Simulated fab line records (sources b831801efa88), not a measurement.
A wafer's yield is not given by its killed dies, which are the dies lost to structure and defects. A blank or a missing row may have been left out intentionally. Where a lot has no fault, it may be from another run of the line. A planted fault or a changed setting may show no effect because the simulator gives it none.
Chamber matching :: flow gf180mcu :: GF_CONTACT_CMP_27 on cmp-02: 4 sister chambers
The step polishes, stops on SiO2, t overpolish 15 s, target thk 0 nm. 4 wafers are shown with their chamber, then 7 later ones without.

WAFERS PAIRED WITH THEIR CHAMBERS
wafer: L611.2
chamber: 0
motorCurrentA (A): 11.3

wafer: L611.3
chamber: 2
motorCurrentA (A): 10.9

wafer: L611.4
chamber: 3
motorCurrentA (A): 11.3

wafer: L613.5
chamber: 1
motorCurrentA (A): 9.0

WAFERS WHOSE CHAMBER IS MISSING
wafer: L613.6
motorCurrentA (A): 11.2

wafer: L614.2
motorCurrentA (A): 11.6

wafer: L614.4
motorCurrentA (A): 8.5

wafer: L614.6
motorCurrentA (A): 11.6

wafer: L617.1
motorCurrentA (A): 10.6

wafer: L617.2
motorCurrentA (A): 11.4

wafer: L617.6
motorCurrentA (A): 11.8

WHICH CHAMBER EACH ONE RAN IN
wafer: L613.6
from the rows above: can't be placed: 0 or 3 or 2
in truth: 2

wafer: L614.2
from the rows above: can't be placed: 0 or 3 or 2
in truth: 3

wafer: L614.4
from the rows above: 1
in truth: 1

wafer: L614.6
from the rows above: can't be placed: 0 or 3 or 2
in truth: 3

wafer: L617.1
from the rows above: can't be placed: 2 or 0 or 3
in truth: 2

wafer: L617.2
from the rows above: can't be placed: 0 or 3 or 2
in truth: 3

wafer: L617.6
from the rows above: can't be placed: 0 or 3 or 2
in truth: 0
Correctly placed: 1 of 7. Not placeable from these rows: 6 (in 6, the candidates include the true chamber). Placed wrongly: 0.
How it was worked out, from the rows above alone: a wafer's distance from a chamber is the root of the sum, over the readings, of the square of ((its reading less the chamber's mean) divided by the reading's scatter). The wafer belongs to the nearest chamber; if the next one is less than 2 further off, it can't be placed. A chamber's mean is the mean of its shown wafers. The scatter: with one shown wafer a chamber, the root of the mean of the squares of how far each hidden wafer lies from its nearest shown one.
